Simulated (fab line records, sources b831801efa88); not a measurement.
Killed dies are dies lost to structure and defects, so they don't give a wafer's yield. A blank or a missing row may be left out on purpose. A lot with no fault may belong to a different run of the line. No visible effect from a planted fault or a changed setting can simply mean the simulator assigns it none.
Problem report, 8D (eight disciplines) form, completed by code ; flow sky130 ; the parts of the form that need people (team, actions taken, sign-off) are left out

== 1. WHAT WENT WRONG ==
SKY_VIA2_ETCH_15, oes_product_au: mean 0.895 a.u. on 2 wafers (1 lot); fault-free wafers 0.939 a.u., standard deviation 0.0045. That is -9.9 standard deviations from the usual mean.
The step: etches SiO2 in C4F8/O2/Ar, stops on TiN, target depth 546 nm, time 84 s.
First seen on wafer L707.1, day 40 01:04, on rie_diel-02. At this step, 15 wafers from 5 lots have a number in the record. By rule, "out" or "out of limits" means more than 4 standard deviations away from the usual mean. The rest of the wafers with a number are treated as sound.

== 2. WHAT IT IS, AND WHAT IT ISN'T ==
question;is;is not
which readings at this step;oes_product_au;-
which lots;L707;L699, L711, L718, L719
which wafers of those lots;L707.1, L707.4;L707.3
read on which tools;rie_diel-02;rie_diel-01, rie_diel-03
when;from day 40 01:04;"up to then (4 sound wafers); but 9 sound wafers of L711, L718, L719 came after"

== 3. SUSPECTS, AND WHAT RULES EACH OUT ==
Counting: if a tool at a process step up to the reading ran every lot that is out, it stays a suspect. Sound lots after the first of them don't rule it out here, since some wafers of a struck lot are sound.
- cmp-01 at SKY_VIA2_CMP_02 (polishes SiO2): kept. It ran the lot that is out, L707 (day 38 23:43).
- rie_diel-02 at SKY_VIA2_ETCH_15 (etches SiO2 in C4F8/O2/Ar, stops on TiN, target depth 546 nm, time 84 s): kept. L707, the lot that is out, went through it at day 40 01:04; up to then, the latest sound lot through it was L699 at day 37 15:31. Out on those wafers are its own readings of oes_product_au.
- Within cmp-01 at SKY_VIA2_CMP_02: the wafers that are out ran in chambers 1, 2; their sound lot-mates ran in chamber 0.
- Within rie_diel-02 at SKY_VIA2_ETCH_15: the wafers that are out ran in chambers 0, 1; their sound lot-mates ran in chamber 3.
The count leaves rie_diel-02 at SKY_VIA2_ETCH_15 and cmp-01 at SKY_VIA2_CMP_02.

== 4. THE CAUSE (what the simulator had put in) ==
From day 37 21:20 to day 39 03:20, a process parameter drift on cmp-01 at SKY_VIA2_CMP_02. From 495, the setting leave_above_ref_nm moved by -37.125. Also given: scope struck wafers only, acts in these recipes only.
This tool is one of the 2 suspects left after counting.

== 5. THE CHAIN OF EFFECTS, in route order ==
Each row: a reading whose mean over the struck wafers that have a number lies more than 3 standard deviations from the usual. Scope: only readings with a usual standard deviation given in the record; hours: median across lots of the time from each lot's start at the first step in this table that gives one to its start at this step; sigmas: change in usual standard deviations.
hours;step;reading;usual;on struck wafers;change;sigmas
0;SKY_VIA2_ETCH_15;oes_product_au;0.939 a.u.;0.895;-0.044;-9.9
Its process steps:
- SKY_VIA2_ETCH_15: etches SiO2 in C4F8/O2/Ar, stops on TiN, target depth 546 nm, time 84 s.
At these later measuring or inspecting steps, every struck wafer for which the step has a row has a number for every such reading, and none has moved that far: SKY_VIA2_RS_MEAS_22, SKY_VIA2_THK_MEAS_23, SKY_CAPM_THK_MEAS_01.

== 6. WHAT WOULD HAVE CAUGHT IT SOONER ==
52 hours passed between the start of the fault at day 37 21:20 and the first reading out of limits in this record, taken at day 40 01:04.
An alarm limit of 4 standard deviations would not have fired on the tool readings at SKY_VIA2_CMP_02 for which the record gives a usual standard deviation, since none of them was out on any struck wafer.
All the lots that are out (1) had begun SKY_VIA2_CMP_02 on cmp-01 by day 40 01:04. Tool hold at that time: it would have spared none of them.
